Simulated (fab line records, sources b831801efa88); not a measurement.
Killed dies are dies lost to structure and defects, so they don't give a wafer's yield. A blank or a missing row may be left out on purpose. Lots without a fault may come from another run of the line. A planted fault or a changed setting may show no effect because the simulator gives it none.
fab line records | flow sfq_line
record lots=14 wafers=42 last_day=87
route steps=325 shown I5@228 C5@248
lots that met no fault: from a run of the same line without faults
start_h: hours from the record's first day to the start of the lot's first wafer shown | wait_h: hours since the lot's step before | " the same as in the row above | L1.1+2: a row that stands for several wafers | - no value, or no start given | * or withheld: withheld | < > ~ a bound
route shown NAME@n: a module of which the file shows steps, and the number in the route of the first | usual: mean/standard deviation of fault-free wafers | same: alike in all rows | chamber/n: place in a boat | sites: the reading at each site | _std_site: their standard deviation | _edge_site: outer sites' mean less inner sites' | radius_mm: how far each site lies from the wafer's centre | mask NAME#n: copy n | behind: the tool/chamber that last shaped the wafer | hold: why the lot was held/for how many hours/how that ended | device: the transistor (n, p or np) that didn't switch | end of line: the same wafers' tests at the end of the route | a step without rows: its recipe alone | killed: dies lost to structure and defects at the first sort, not the wafer's yield | map: a wafer's dies, x killed, . not, _ none there
set.NAME: the setting as run; set.NAME@STEP: as run at that earlier step | model.NAME: the simulator's own value behind a step, which no gauge read
steps of the route over a sample of lots; a table a step, a row a wafer
services: from which hour (start_h, from the record's first day; less than 0 if before it) a tool's chamber was out of use, for how many hours, and why
## steps
# step SFQ_TRILAYER_A5C_DEP_PECVD_142
# recipe material=SiO2 temp_c=150 time_s=15.556 pressure_torr=2.4 rf_w=183.3 precursor=SiH4/N2O target_thk_nm=70
# usual heater_power_w=87/9.8 showerhead_vpp_V=835/39 throttle_valve_pct=24.2/0.68
# columns lot.wafer tool chamber start_h wait_h heater_power_w showerhead_vpp_V throttle_valve_pct
L387.1 pecvd-01 2 1390.59 0.0 85 783 24.5
L387.2 " 0 " " 74 828 24.9
L387.6 " 2 " " 83 803 24.4
L391.1 pecvd-02 2 1401.39 0.0 68 835 23.6
L391.4 " 2 " " 69 839 23.5
L391.6 " 2 " " 66 831 23.7
L392.1 pecvd-01 0 1403.79 0.0 70 819 24.6
L392.5 " 1 " " 89 872 23.7
L392.6 " 0 " " 70 826 24.6
L393.2 pecvd-02 1 1407.39 0.0 97 855 23.8
L393.3 " 1 " " 99 865 24.1
L393.5 " 1 " " 96 854 23.7
L395.1 pecvd-02 2 1430.51 0.0 81 833 23.8
L395.3 " 2 " " 80 828 23.7
L395.4 " 1 " " 89 853 23.8
L399.3 pecvd-04 1 1466.16 0.0 87 783 23.8
L399.4 " 2 " " 84 876 26.1
L399.6 " 2 " " 83 882 25.7
L400.1 pecvd-01 2 1470.23 0.0 85 794 24.6
L400.2 " 1 " " 97 890 23.7
L400.3 " 0 " " 73 833 25.0
L401.2 pecvd-02 0 1508.43 0.0 100 788 24.0
L401.3 " 2 " " 80 837 23.7
L401.6 " 0 " " 100 796 24.3
L402.1 pecvd-01 1 1513.23 0.0 97 885 24.0
L402.3 " 0 " " 72 825 25.1
L402.6 " 2 " " 80 796 24.3
L403.1 pecvd-02 1 1520.79 0.0 89 860 24.2
L403.4 " 0 " " 95 799 24.2
L403.5 " 1 " " 89 868 24.1
L404.3 pecvd-04 2 1521.88 0.0 87 900 26.0
L404.4 " 0 " " 101 783 23.8
L404.6 " 1 " " 92 789 23.9
L406.2 pecvd-02 1 1527.47 0.0 96 839 24.2
L406.3 " 2 " " 80 835 23.9
L406.5 " 2 " " 80 846 24.0
L407.2 pecvd-04 2 1534.45 0.0 81 919 26.2
L407.4 " 0 " " 106 794 23.9
L407.6 " 2 " " 84 897 26.0
L408.1 pecvd-02 2 1536.87 0.0 71 838 23.9
L408.3 " 1 " " 97 881 24.2
L408.5 " 1 " " 98 861 24.2
# step SFQ_TRILAYER_C5_ETCH_VIA_ETCH_154
# recipe target=SiO2 mask_material=PR chemistry=CHF3 target_depth_nm=84 source_w=500 bias_w=80 pressure_mtorr=30 time_s=withheld stop_on=Nb
# usual bias_w=80.01/0.24 drypump_motor_current_A=5.7/0.61 oes_product_au=0.898/0.0075
# columns lot.wafer tool chamber start_h wait_h bias_w drypump_motor_current_A oes_product_au
L387.1 rie_diel-02 2 1651.53 0.0 80.25 6.3 0.892
L387.2 " 3 " " 80.10 5.7 0.889
L387.6 " 2 " " 80.03 6.3 0.910
L391.1 rie_diel-04 2 1663.65 0.0 80.17 5.2 0.895
L391.4 " 0 " " 79.73 5.1 0.907
L391.6 " 0 " " 79.99 5.1 0.908
L392.1 rie_diel-04 1 1666.18 0.0 80.31 4.9 0.892
L392.5 " 3 " " 79.78 6.0 0.914
L392.6 " 2 " " 80.27 5.2 0.906
L393.2 rie_diel-03 1 1670.98 0.0 80.13 6.8 0.975
L393.3 " 0 " " 79.99 6.2 0.909
L393.5 " 1 " " 80.19 6.8 0.904
L395.1 rie_diel-04 3 1683.65 0.0 80.18 6.0 0.879
L395.3 " 2 " " 79.85 5.2 0.902
L395.4 " 2 " " 79.99 5.1 0.982
L399.3 rie_diel-03 0 1709.60 0.0 80.08 6.1 0.902
L399.4 " 1 " " 79.82 6.8 0.902
L399.6 " 1 " " 79.95 6.8 0.895
L400.1 rie_diel-04 2 1712.00 0.0 80.24 5.2 0.897
L400.2 " 1 " " 79.80 4.9 0.884
L400.3 " 3 " " 80.01 6.1 0.886
L401.2 rie_diel-02 0 1722.92 0.0 79.76 6.0 0.885
L401.3 " 3 " " 80.14 5.7 0.887
L401.6 " 1 " " 80.23 4.8 0.901
L402.1 rie_diel-03 3 1731.42 0.0 80.06 5.8 0.909
L402.3 " 1 " " 80.03 6.8 0.893
L402.6 " 0 " " 79.85 6.1 0.910
L403.1 rie_diel-03 3 1736.22 0.0 79.85 5.8 0.896
L403.4 " 1 " " 80.30 6.8 0.902
L403.5 " 0 " " 79.78 6.1 0.892
L404.3 rie_diel-04 3 1737.42 0.0 79.65 6.0 0.890
L404.4 " 0 " " 79.53 5.1 0.900
L404.6 " 3 " " 80.11 6.0 0.897
L406.2 rie_diel-04 2 1744.62 0.0 79.93 5.1 0.892
L406.3 " 0 " " 80.30 5.0 0.881
L406.5 " 0 " " 79.89 5.1 0.895
L407.2 rie_diel-02 3 1750.75 0.0 80.44 5.7 0.898
L407.4 " 0 " " 79.99 6.0 0.903
L407.6 " 2 " " 79.73 6.3 0.898
L408.1 rie_diel-03 2 1754.35 0.0 80.26 6.4 0.894
L408.3 " 1 " " 80.15 6.8 0.892
L408.5 " 3 " " 80.29 5.8 0.892
## services
# columns tool chamber start_h hours kind
pecvd-02 - 1377.97 1.2 repair
pecvd-01 - 1378.33 1.3 repair
rie_diel-04 2 1386.27 1.5 repair
pecvd-01 2 1401.32 7.7 repair
rie_diel-03 3 1408.28 13.7 repair
rie_diel-03 - 1415.41 4.3 pm
rie_diel-03 2 1462.56 2.9 repair
pecvd-02 0 1462.60 3.5 repair
pecvd-01 0 1464.61 4.2 repair
rie_diel-04 2 1478.89 13.0 repair
rie_diel-04 1 1488.11 2.5 repair
pecvd-02 - 1519.43 0.6 repair
rie_diel-04 2 1536.80 8.6 repair
pecvd-02 - 1539.78 0.9 repair
pecvd-02 - 1569.27 0.8 repair
rie_diel-04 0 1591.69 7.1 repair
rie_diel-04 0 1602.34 7.3 repair
pecvd-02 - 1621.07 6.0 pm
pecvd-02 - 1638.43 1.7 repair
rie_diel-03 0 1652.00 14.0 repair
pecvd-02 1 1677.10 17.7 repair
rie_diel-04 0 1680.13 4.2 repair
rie_diel-03 2 1715.85 4.8 repair
rie_diel-04 0 1729.49 3.9 repair
## key
first_sign step=SFQ_TRILAYER_C5_ETCH_VIA_ETCH_154 reading=oes_product_au direction=up sigmas=11 usual=0.898 struck=0.978
effect none on later readings
met_at SFQ_TRILAYER_A5C_DEP_PECVD_142
struck_lots L393,L395
struck_wafers L393.2,L395.4
onset_between 1401.39 1407.39
fault kind=process_parameter_drift tool=pecvd-02 chamber=- onset_h=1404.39 steps=SFQ_TRILAYER_A5C_DEP_PECVD_142 channel=target_thk_nm offset=10.453 shape=step end_h=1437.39 scope=struck_wafers_only acts_in=these_recipes_only stated=70
